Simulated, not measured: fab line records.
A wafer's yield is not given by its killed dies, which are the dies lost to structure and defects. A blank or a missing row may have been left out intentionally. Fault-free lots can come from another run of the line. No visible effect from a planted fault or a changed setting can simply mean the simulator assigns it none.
Which tool did it?    flow sky130    Sampling: 11 lots, 33 wafers, 3 of 708 route steps

WHAT THE GAUGES SHOWED, per wafer
SKY_VIA2_OVL_MEAS_13. Usual: VIA2_OVL gives 2 nm (standard deviation 4.8).
lot   measured      on          VIA2_OVL (nm)  flag
L500  day 37 22:49  overlay-02  1 0 4          
L503  day 39 03:55  overlay-02  -2 -1 -6       
L504  day 39 12:34  overlay-01  -2 -1 0        
L505  day 39 20:43  overlay-01  -6 -3 -2       
L510  day 41 00:43  overlay-01  -4 -3 1        
L512  day 42 00:16  overlay-01  -1 -3 -1       
L513  day 42 01:15  overlay-01  1 5 4          
L514  day 42 03:04  overlay-02  4 5 1          
L515  day 42 04:34  overlay-01  9 6 9          
L516  day 42 16:52  overlay-02  -9 -13 -11     
L517  day 42 20:13  overlay-02  11 8 4         

SKY_CAPM_THK_MEAS_04: measures by xrf. Usual: CAPM_TIN_THK gives 198.7 nm (standard deviation 2.4).
lot   measured      on             CAPM_TIN_THK (nm)  flag
L500  day 38 00:41  film-metro-02  199.4 196.1 197.1  
L503  day 39 05:50  film-metro-02  196.9 200.8 198.3  
L504  day 39 14:26  film-metro-04  199.5 199.4 195.6  
L505  day 39 22:35  film-metro-04  202.0 198.6 198.3  
L510  day 41 02:37  film-metro-03  198.5 201.3 199.7  
L512  day 42 02:11  film-metro-03  200.0 198.8 198.6  
L513  day 42 03:10  film-metro-02  201.2 201.9 199.9  
L514  day 42 05:02  film-metro-04  201.8 202.2 201.4  
L515  day 42 06:29  film-metro-03  196.2 196.6 197.8  
L516  day 42 19:32  film-metro-03  199.3 198.8 198.7  
L517  day 42 22:08  film-metro-04  199.7 200.5 199.1  

EACH LOT AND THE TOOL THAT RAN IT (in order: tool; ch and the chambers of the sampled wafers; start)
lot   SKY_METAL3_SPUTTER_04
L500  pvd-sputter-02, day 38 00:19
L503  pvd-sputter-04, day 39 05:28
L504  pvd-sputter-02, day 39 14:04
L505  pvd-sputter-02, day 39 22:13
L510  pvd-sputter-02, day 41 02:16
L512  pvd-sputter-02, day 42 01:49
L513  pvd-sputter-03, day 42 02:48
L514  pvd-sputter-04, day 42 04:39
L515  pvd-sputter-04, day 42 06:08
L516  pvd-sputter-03, day 42 19:10
L517  pvd-sputter-02, day 42 21:46
- SKY_METAL3_SPUTTER_04: material TiN, target thk 70 nm, time 58.3 s.

WHAT THE TOOLS THEMSELVES READ (means of the sampled wafers that have a number; where no wafer has one, the mark that the record gives instead)
SKY_METAL3_SPUTTER_04. Usual: throttle-valve-pct 30.4 %, standard deviation 0.88.
lot   tool            throttle-valve-pct (%)  flag
L500  pvd-sputter-02  31.6                    
L503  pvd-sputter-04  29.8                    
L504  pvd-sputter-02  29.4                    
L505  pvd-sputter-02  29.8                    
L510  pvd-sputter-02  31.2                    
L512  pvd-sputter-02  31.1                    
L513  pvd-sputter-03  30.4                    
L514  pvd-sputter-04  30.6                    
L515  pvd-sputter-04  30.9                    
L516  pvd-sputter-03  30.6                    
L517  pvd-sputter-02  31.3                    

THE ANSWER, worked out from the rows above alone
Rule: lot off if the mean of its wafers having a number is beyond 3 standard deviations from the usual mean. Also off: a lot with no number at a reading for which 4 or more lots have one. Any other lot the step has rows for is counted as sound. First the gauges in route order, then the tools' own readings, where a lot's mean is used as printed above. The first step at which some lot is off is used, and at that step the reading that is off furthest; a lot without a number counts as furthest.
No lot is off on any of the readings shown, so nothing can be concluded from this.

WHAT HAD BEEN PUT IN BY THE SIMULATOR
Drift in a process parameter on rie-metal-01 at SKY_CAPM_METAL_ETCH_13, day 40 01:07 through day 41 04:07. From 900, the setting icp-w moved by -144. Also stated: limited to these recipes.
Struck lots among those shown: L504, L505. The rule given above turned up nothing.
